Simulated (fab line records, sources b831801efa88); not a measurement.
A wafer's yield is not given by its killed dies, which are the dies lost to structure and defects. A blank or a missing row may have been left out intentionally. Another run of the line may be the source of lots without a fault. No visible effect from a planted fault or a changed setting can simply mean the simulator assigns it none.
A struck lot beside a sound one ; flow sky130 ; 18 steps out of a route of 708
Sound: the wafers L493.2, L493.4, L493.6. Struck: wafers L500.2, L500.5. (L500.1 of the same lot was not struck and is left out.) The cause comes at the end.
For every step that has rows: the tool of each side, followed by ch and its chambers, followed by its first start. Under that, the readings that differ: sound wafers ; struck wafers ; difference of the means ; sigmas: that difference in standard deviations of wafers without a fault.
alike: same words and numbers on both sides, and readings whose means sit less than 2 such deviations apart. not compared: any withheld reading, any reading some wafer has no value for, any bound like >300 that may hide the same value, and any number with overlapping values for which the record gives no deviation.
The two part at a step that has a row with sigmas, a row that says differs or no value, or rows on one side only. Numbers that don't overlap but have no deviation are shown without sigmas and don't part them. A reading that every wafer of one side lacks parts them only if that side has two wafers or more.

first, 3 steps without rows for these wafers: SKY_LI_CONTACT_EXPOSE_09 (exposes mask LICM1, target cd 170 nm); SKY_LI_CONTACT_PEB_10; SKY_LI_CONTACT_DEVELOP_11 (develop time 60 s).
SKY_LI_CONTACT_CD_MEAS_12 targets a cd of 170 nm.
  sound on cd sem-02 at day 29 19:46; struck on cd sem-02 at day 32 01:05
  alike: cd nm
SKY_LI_CONTACT_OVL_MEAS_13:
  sound on overlay-02 at day 29 19:52; struck on overlay-02 at day 32 01:13
  alike: LI_CONTACT_OVL
SKY_LI_CONTACT_ETCH_14: etches BARC in N2/H2, stops on SiO2, time 45.9 s, target depth 60 nm.
  sound on rie diel-01 ch 0,2, day 29 19:54; struck on rie diel-03 ch 0,1, day 32 01:14
  alike: drypump motor current A, oes product au, throttle valve pct
  not compared: rf hours counter h
SKY_LI_CONTACT_ETCH_15: etches PSG in C4F8/O2/Ar, stops on Si, target depth 600 nm.
  sound on rie diel-01 ch 0,2, day 29 19:56; struck on rie diel-03 ch 0,1, day 32 01:17
  alike: oes product au
then, 3 steps without rows for these wafers: SKY_LI_CONTACT_STRIP_16 (strips in O2/N2); SKY_LI_CONTACT_CLEAN_17 (cleans in NMP, time 600 s); SKY_LI_CONTACT_PRE_CLEAN_18 (time 5.6 s).
SKY_LI_CONTACT_SPUTTER_19: material Ti, target thk 20 nm, time 106.37 s.
  sound on pvd sputter-04 at day 29 20:20; struck on pvd sputter-04 at day 32 01:42
  alike: throttle valve pct
SKY_LI_CONTACT_SPUTTER_20: material TiN, target thk 20 nm, time 80 s.
  sound on pvd sputter-04 at day 29 20:25; struck on pvd sputter-04 at day 32 01:46
  alike: throttle valve pct
SKY_LI_CONTACT_CVD_21: deposits W, target thk 400 nm, time 120.56 s.
  sound on cvd w-02 ch 1, day 29 20:29; struck on cvd w-01 ch 1, day 32 01:50
reading;sound;struck;difference;sigmas
chamber pressure Torr (Torr);40.03 39.83 40.02;32.90 33.03;-6.99;-74
heater power w (W);771 771 789;858 872;+88;+2
model.W_of_LI_CONTACT_CVD_21.thk nm (nm);400.1 399.1 396.2;368.2 363.7;-32.5;
SKY_LI_CONTACT_RS_MEAS_22: measurement is done with a four-point probe.
  sound on film metro-03 at day 29 20:38; struck on film metro-04 at day 32 01:58
reading;sound;struck;difference;sigmas
LI_CONTACT_W_RS (ohm/sq);0.2847 0.2855 0.2874;0.3092 0.3130;+0.0252;+11
SKY_LI_CONTACT_THK_MEAS_23: measures by xrf.
  sound on film metro-03 at day 29 20:45; struck on film metro-04 at day 32 02:05
reading;sound;struck;difference;sigmas
LI_CONTACT_W_THK (nm);408 409 407;369 365;-41;-8
SKY_LI_CONTACT_CMP_24: polishes, stops on PSG, t overpolish 20 s, target thk 0 nm.
  sound on cmp-02 ch 2,3, day 29 20:51; struck on cmp-02 ch 1,2, day 32 02:08
reading;sound;struck;difference;sigmas
time to endpoint s (s);98 101 99;89 91;-9;-3
  alike: motor current A, slurry flow ml min
SKY_LOCAL_INTERCONNECT_SPUTTER_00: material TiN, target thk 100 nm, time 83.3 s.
  sound on pvd sputter-01 at day 29 21:06; struck on pvd sputter-01 at day 32 02:26
  alike: throttle valve pct
-- the record jumps here: 16 days lie between the struck wafers' starts before and after (it left off in module LOCAL_INTERCONNECT and takes up again in module PAD_OPEN, whose first step shown is number 708 of the route) --
SKY_PAD_OPEN_PROBE_99:
  sound on prober-02 at day 45 23:46; struck on prober-02 at day 47 15:38
reading;sound;struck;difference;sigmas
killed at other;1 0 0;2 2;+2;+3
  alike: killed_at_M0_to_M3, killed_at_M4_up, killed at contacts, killed at front end, killed dies, killed open, killed short

## WHERE THEY PART
At SKY_LI_CONTACT_CVD_21 first; at SKY_PAD_OPEN_PROBE_99 last (within this record only).

WHY: what the simulator had put in
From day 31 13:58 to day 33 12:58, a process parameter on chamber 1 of cvd w-01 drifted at SKY_LI_CONTACT_CVD_21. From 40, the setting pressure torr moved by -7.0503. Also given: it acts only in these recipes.
